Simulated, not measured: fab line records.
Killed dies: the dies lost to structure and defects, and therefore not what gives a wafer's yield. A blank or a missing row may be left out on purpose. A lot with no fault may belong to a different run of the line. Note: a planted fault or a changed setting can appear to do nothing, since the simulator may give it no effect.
What tool caused it? | flow gf180mcu | 39 wafers from 14 lots sampled at 5 of the route's 602 steps

## WHAT THE GAUGES SHOWED, per wafer
GF_MVSD_TW_MEAS_11.
lot  | measured    | on            | MVSD_TW
L225 | day 4 12:29 | film metro-02 | 1610 1607 1609
L226 | day 4 17:29 | film metro-03 | 1585 1586 1588
L228 | day 5 08:17 | film metro-01 | 1621 1617 1612
L231 | day 5 21:36 | film metro-03 | 1592 1580 1593
L232 | day 6 04:38 | film metro-01 | 1618 1611 1617
L233 | day 6 10:44 | film metro-02 | 1632 1619 1623
L234 | day 6 17:14 | film metro-02 | 1620 1620 1625
L235 | day 7 01:17 | film metro-03 | 1597 1598 1598
L236 | day 7 05:43 | film metro-01 | 1626 1621 1625
L237 | day 7 11:08 | film metro-02 | 1593 1611
L238 | day 7 17:29 | film metro-02 | 1607 1597
L239 | day 7 22:08 | film metro-02 | 1601 1605
L246 | day 9 15:12 | film metro-01 | 1622 1626 1617
L247 | day 9 22:17 | film metro-02 | 1608 1611 1614

GF_HV_LDD_OVL_MEAS_47.
lot  | measured     | on         | HV_LDD_03_OVL (nm)
L225 | day 12 19:01 | overlay-02 | 1.5 -0.4 -0.4
L226 | day 13 00:04 | overlay-02 | 2.0 1.6 1.4
L228 | day 13 22:19 | overlay-01 | -0.9 -0.5 -0.6
L231 | day 14 15:38 | overlay-02 | -1.6 -1.3 -2.0
L232 | day 15 02:58 | overlay-02 | 0.2 -0.2 0.6
L233 | day 15 11:52 | overlay-01 | -0.2 -0.9 -1.4
L234 | day 15 19:46 | overlay-01 | -1.4 -2.2 -1.5
L235 | day 16 07:21 | overlay-02 | 0.3 1.3 0.4
L236 | day 16 13:17 | overlay-02 | 2.2 0.2 0.8
L237 | day 16 21:13 | overlay-01 | -1.9 -0.8
L238 | day 17 02:04 | overlay-02 | -2.5 -2.1
L239 | day 17 11:13 | overlay-02 | 0.0 -0.2
L246 | day 19 22:46 | overlay-02 | -0.4 -2.1 -1.5
L247 | day 20 04:37 | overlay-02 | -1.0 0.2 -0.2

GF_CONTACT_CD_MEAS_14 targets a cd of 220 nm.
lot  | measured     | on        | cd nm (nm)
L225 | day 16 16:10 | cd sem-01 | 222.1 221.7 219.9
L226 | day 16 20:53 | cd sem-02 | 220.8 220.6 218.6
L228 | day 17 22:30 | cd sem-01 | 221.3 220.9 221.5
L231 | day 18 19:39 | cd sem-02 | 219.6 217.8 219.4
L232 | day 19 06:31 | cd sem-01 | 220.4 220.5 218.0
L233 | day 19 15:37 | cd sem-02 | 221.7 220.7 219.0
L234 | day 19 23:26 | cd sem-02 | 220.7 218.8 218.9
L235 | day 20 11:19 | cd sem-02 | 222.1 221.3 222.6
L236 | day 20 18:00 | cd sem-02 | 219.7 218.2 218.3
L237 | day 21 02:54 | cd sem-01 | 214.9 212.4
L238 | day 21 07:58 | cd sem-01 | 212.1 211.6
L239 | day 21 19:04 | cd sem-01 | 212.9 219.6
L246 | day 24 03:56 | cd sem-01 | 222.1 220.6 221.4
L247 | day 24 08:35 | cd sem-02 | 219.1 219.9 219.4

## WHAT TOOL EACH LOT RAN ON (gives the tool, then ch and the chambers of the sampled wafers, and finally the start)
lot  | GF_SAB_STRIP_13                      | GF_CONTACT_EXPOSE_11
L225 | plasma asher-04 ch 1, day 15 16:02   | krf scanner-01 ch 0, day 16 04:32
L226 | plasma asher-02 ch 0,1, day 15 21:00 | krf scanner-01 ch 0, day 16 09:38
L228 | plasma asher-04 ch 0,1, day 16 21:47 | krf scanner-02 ch 0, day 17 10:49
L231 | plasma asher-04 ch 0,1, day 17 17:58 | krf scanner-01 ch 0, day 18 07:13
L232 | plasma asher-01 ch 0,1, day 18 04:31 | krf scanner-01 ch 0, day 18 18:40
L233 | plasma asher-01 ch 0,1, day 18 13:52 | krf scanner-01 ch 0, day 19 03:31
L234 | plasma asher-04 ch 0,1, day 18 21:57 | krf scanner-01 ch 0, day 19 11:41
L235 | plasma asher-01 ch 0,1, day 19 10:37 | krf scanner-02 ch 0, day 20 00:36
L236 | plasma asher-01 ch 0,1, day 19 16:44 | krf scanner-02 ch 0, day 20 05:36
L237 | plasma asher-01 ch 0, day 20 01:06   | krf scanner-02 ch 0, day 20 14:19
L238 | plasma asher-01 ch 1, day 20 06:07   | krf scanner-02 ch 0, day 20 20:01
L239 | plasma asher-04 ch 0, day 20 18:05   | krf scanner-02 ch 0, day 21 07:16
L246 | plasma asher-01 ch 0,1, day 23 03:29 | krf scanner-02 ch 0, day 23 16:01
L247 | plasma asher-04 ch 0,1, day 23 08:37 | krf scanner-02 ch 0, day 23 21:41
- GF_SAB_STRIP_13: strips in O2/N2.
- GF_CONTACT_EXPOSE_11: exposes mask Contact, target cd 220 nm.

## AS READ BY THE TOOLS THEMSELVES (means over the sampled wafers that have a number; for cases with no such wafer, the mark the record gives instead)
GF_SAB_STRIP_13.
lot  | tool            | drypump motor current A (A) | heater power w (W) | oes product au (a.u.) | strip time to endpoint s (s)
L225 | plasma asher-04 | 6.1                         | 271                | 0.708                 | 12.55
L226 | plasma asher-02 | 6.2                         | 362                | 0.706                 | 12.54
L228 | plasma asher-04 | 5.9                         | 296                | 0.709                 | 12.63
L231 | plasma asher-04 | 5.8                         | 319                | 0.707                 | 12.59
L232 | plasma asher-01 | 5.5                         | 383                | 0.709                 | 12.60
L233 | plasma asher-01 | 5.5                         | 384                | 0.705                 | 12.59
L234 | plasma asher-04 | 5.9                         | 297                | 0.712                 | 12.62
L235 | plasma asher-01 | 5.5                         | 378                | 0.711                 | 12.62
L236 | plasma asher-01 | 5.2                         | 333                | 0.709                 | 12.60
L237 | plasma asher-01 | 5.0                         | 288                | 0.708                 | 12.64
L238 | plasma asher-01 | 5.8                         | 420                | 0.706                 | 12.55
L239 | plasma asher-04 | 5.6                         | 336                | 0.708                 | 12.56
L246 | plasma asher-01 | 5.2                         | 334                | 0.707                 | 12.60
L247 | plasma asher-04 | 5.7                         | 317                | 0.710                 | 12.60

## THE ANSWER, worked out from the rows above alone
Rule: usual is defined by the lots themselves. The widest of any qualifying gaps counts: lots, ordered by their means at a reading, are off when they make up no more than a third of the lots, leave a main group of 4 or more, and stand apart from it by 3 or more times the standard deviation of that group's means. If all means in a main group match to the digits the tables above print for the reading, that group is not used. A lot without any number at a reading at which 4 lots or more have one is off too. Any other lot the step has rows for is counted as sound. Order of review: gauges by route order, followed by the tools' own readings, for which a lot's mean as printed above is used. At the first step where some lot is off, the reading lying furthest off is the one used; lots without a number count as furthest.
Across all readings shown, no lot is off: no conclusion can be drawn from this.

## WHAT THE SIMULATOR HAD INSERTED
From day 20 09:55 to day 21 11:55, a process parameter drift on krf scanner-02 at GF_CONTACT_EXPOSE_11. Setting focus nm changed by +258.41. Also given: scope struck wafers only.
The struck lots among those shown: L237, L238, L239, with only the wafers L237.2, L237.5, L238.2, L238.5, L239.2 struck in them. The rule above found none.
